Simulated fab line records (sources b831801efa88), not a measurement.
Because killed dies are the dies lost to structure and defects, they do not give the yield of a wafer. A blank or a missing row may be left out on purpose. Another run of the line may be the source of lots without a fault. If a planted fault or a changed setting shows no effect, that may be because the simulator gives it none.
Which tool did it? | flow sky130 | 14 lots, 42 wafers sampled, at 4 steps of a route of 708

== WHAT THE GAUGES SHOWED, per wafer ==
SKY_CAP2M_OVL_MEAS_12.
lot  | measured     | on         | CAP2M_OVL (nm)
L668 | day 40 09:07 | overlay-02 | -0.8 0.7 1.3
L669 | day 40 16:22 | overlay-02 | 0.8 -0.1 -0.9
L670 | day 41 00:19 | overlay-02 | 0.8 0.8 -0.1
L671 | day 41 06:40 | overlay-01 | -0.5 -2.4 -1.4
L672 | day 41 13:13 | overlay-02 | -1.4 -0.3 -1.8
L675 | day 43 07:14 | overlay-01 | -0.8 -0.8 1.0
L681 | day 44 09:16 | overlay-01 | -1.7 -2.4 -0.8
L682 | day 45 00:01 | overlay-01 | 2.0 1.0 1.3
L683 | day 45 13:59 | overlay-02 | 0.4 0.9 1.2
L686 | day 46 04:01 | overlay-01 | -2.2 -0.6 0.1
L685 | day 46 05:47 | overlay-02 | -0.1 -0.4 1.5
L688 | day 46 13:43 | overlay-01 | -2.1 -2.2 -1.2
L689 | day 47 01:14 | overlay-02 | -2.3 -2.3 -1.9
L691 | day 47 15:47 | overlay-01 | -2.2 -1.2 0.0

== EACH LOT AND THE TOOL THAT RAN IT (in order: tool; ch and the chambers of the sampled wafers; start) ==
lot  | SKY_VIA3_ETCH_15                   | SKY_VIA3_SPUTTER_20          | SKY_METAL4_SPUTTER_04
L668 | rie-diel-02 ch 0,1,3, day 39 07:19 | pvd-sputter-01, day 39 07:58 | pvd-sputter-04, day 39 08:44
L669 | rie-diel-02 ch 0,1, day 39 15:40   | pvd-sputter-01, day 39 16:19 | pvd-sputter-04, day 39 17:05
L670 | rie-diel-02 ch 1,2,3, day 39 22:25 | pvd-sputter-01, day 39 23:04 | pvd-sputter-02, day 39 23:50
L671 | rie-diel-02 ch 0,3, day 40 05:07   | pvd-sputter-04, day 40 05:46 | pvd-sputter-04, day 40 06:32
L672 | rie-diel-02 ch 0,1,3, day 40 11:10 | pvd-sputter-02, day 40 11:50 | pvd-sputter-03, day 40 12:36
L675 | rie-diel-01 ch 0,1,2, day 42 05:06 | pvd-sputter-04, day 42 05:47 | pvd-sputter-03, day 42 09:12
L681 | rie-diel-02 ch 0,2,3, day 43 09:10 | pvd-sputter-01, day 43 09:52 | pvd-sputter-03, day 43 10:38
L682 | rie-diel-02 ch 0,2, day 44 00:28   | pvd-sputter-02, day 44 01:07 | pvd-sputter-04, day 44 01:53
L683 | rie-diel-02 ch 2,3, day 44 14:52   | pvd-sputter-04, day 44 15:31 | pvd-sputter-04, day 44 16:17
L686 | rie-diel-04 ch 0,2,3, day 45 05:55 | pvd-sputter-01, day 45 06:35 | pvd-sputter-04, day 45 07:22
L685 | rie-diel-02 ch 0,2,3, day 45 07:22 | pvd-sputter-04, day 45 08:07 | pvd-sputter-03, day 45 09:02
L688 | rie-diel-04 ch 0,3, day 45 16:49   | pvd-sputter-01, day 45 17:29 | pvd-sputter-03, day 45 18:14
L689 | rie-diel-02 ch 0,2, day 46 03:19   | pvd-sputter-01, day 46 03:58 | pvd-sputter-04, day 46 04:52
L691 | rie-diel-01 ch 1,2,3, day 46 18:18 | pvd-sputter-02, day 46 18:58 | pvd-sputter-04, day 46 19:43
- SKY_VIA3_ETCH_15: etches SiO2 in C4F8/O2/Ar, stops on TiN, target depth 507 nm, time 78 s.
- SKY_VIA3_SPUTTER_20: material TiN, target thk 20 nm, time 80 s.
- SKY_METAL4_SPUTTER_04: material TiN, target thk 70 nm, time 58.3 s.

== AS READ BY THE TOOLS THEMSELVES (means over the sampled wafers that have a number; for cases with no such wafer, the mark the record gives instead) ==
SKY_VIA3_ETCH_15.
lot  | tool        | oes-product-au (a.u.)
L668 | rie-diel-02 | 0.947
L669 | rie-diel-02 | 0.941
L670 | rie-diel-02 | 0.947
L671 | rie-diel-02 | 0.948
L672 | rie-diel-02 | 0.949
L675 | rie-diel-01 | 0.950
L681 | rie-diel-02 | 0.947
L682 | rie-diel-02 | 0.945
L683 | rie-diel-02 | 0.948
L686 | rie-diel-04 | 0.943
L685 | rie-diel-02 | 0.946
L688 | rie-diel-04 | 0.948
L689 | rie-diel-02 | 0.948
L691 | rie-diel-01 | 0.947

SKY_VIA3_SPUTTER_20.
lot  | tool           | cathode-dc-power-W (W) | chamber-pressure-pa (Pa) | throttle-valve-pct (%)
L668 | pvd-sputter-01 | 4000.4                 | 5.002                    | 30.0
L669 | pvd-sputter-01 | 4000.2                 | 4.997                    | 29.9
L670 | pvd-sputter-01 | 3999.9                 | 5.004                    | 29.3
L671 | pvd-sputter-04 | 4000.2                 | 5.006                    | 29.4
L672 | pvd-sputter-02 | 3999.7                 | 5.005                    | 29.6
L675 | pvd-sputter-04 | 4000.8                 | 4.986                    | 29.3
L681 | pvd-sputter-01 | 3999.7                 | 5.010                    | 29.3
L682 | pvd-sputter-02 | 4000.2                 | 5.007                    | 29.7
L683 | pvd-sputter-04 | 3999.5                 | 4.990                    | 28.3
L686 | pvd-sputter-01 | 4000.7                 | 4.996                    | 30.4
L685 | pvd-sputter-04 | 4000.5                 | 4.997                    | 30.1
L688 | pvd-sputter-01 | 3999.7                 | 4.988                    | 29.4
L689 | pvd-sputter-01 | 3999.6                 | 5.002                    | 30.3
L691 | pvd-sputter-02 | 3999.6                 | 4.998                    | 29.6

SKY_METAL4_SPUTTER_04.
lot  | tool           | cathode-dc-power-W (W) | chamber-pressure-pa (Pa) | throttle-valve-pct (%)
L668 | pvd-sputter-04 | 6499.5                 | 0.4000                   | 30.2
L669 | pvd-sputter-04 | 6500.7                 | 0.3994                   | 29.4
L670 | pvd-sputter-02 | 6500.4                 | 0.3994                   | 29.6
L671 | pvd-sputter-04 | 6501.2                 | 0.3996                   | 28.3
L672 | pvd-sputter-03 | 6500.6                 | 0.4008                   | 30.0
L675 | pvd-sputter-03 | 6500.6                 | 0.4000                   | 30.4
L681 | pvd-sputter-03 | 6501.2                 | 0.4005                   | 31.3
L682 | pvd-sputter-04 | -                      | -                        | -
L683 | pvd-sputter-04 | -                      | -                        | -
L686 | pvd-sputter-04 | 6499.6                 | 0.3996                   | 29.4
L685 | pvd-sputter-03 | 6500.0                 | 0.4000                   | 30.6
L688 | pvd-sputter-03 | 6500.7                 | 0.3992                   | 30.5
L689 | pvd-sputter-04 | 6499.0                 | 0.3999                   | 29.3
L691 | pvd-sputter-04 | 6499.4                 | 0.3999                   | 30.2

== THE ANSWER, worked out from the rows above alone ==
Rule: usual is defined by the lots themselves. The widest of any qualifying gaps counts: lots, ordered by their means at a reading, are off when they make up no more than a third of the lots, leave a main group of 4 or more, and stand apart from it by 3 or more times the standard deviation of that group's means. A main group is skipped when, at the precision printed for the reading in the tables above, its means are all equal. A lot without any number at a reading at which 4 lots or more have one is off too. All remaining lots with rows at the step are treated as sound. The gauges are gone through in route order, then the tools' own readings, and for those a lot's mean is taken as printed above. The first step at which some lot is off is used, and at that step the reading that is off furthest; a lot without a number counts as furthest.
Off at SKY_METAL4_SPUTTER_04 (cathode-dc-power-W): L682, L683. Without a number there: L682, L683. The main group: mean 6500.2 W, standard deviation 0.7.
A tool fits if, at that step or a process step before it, it ran every lot that is off, and no sound lot after the first of them. None of those tried fits.

== WHAT THE SIMULATOR HAD PUT IN ==
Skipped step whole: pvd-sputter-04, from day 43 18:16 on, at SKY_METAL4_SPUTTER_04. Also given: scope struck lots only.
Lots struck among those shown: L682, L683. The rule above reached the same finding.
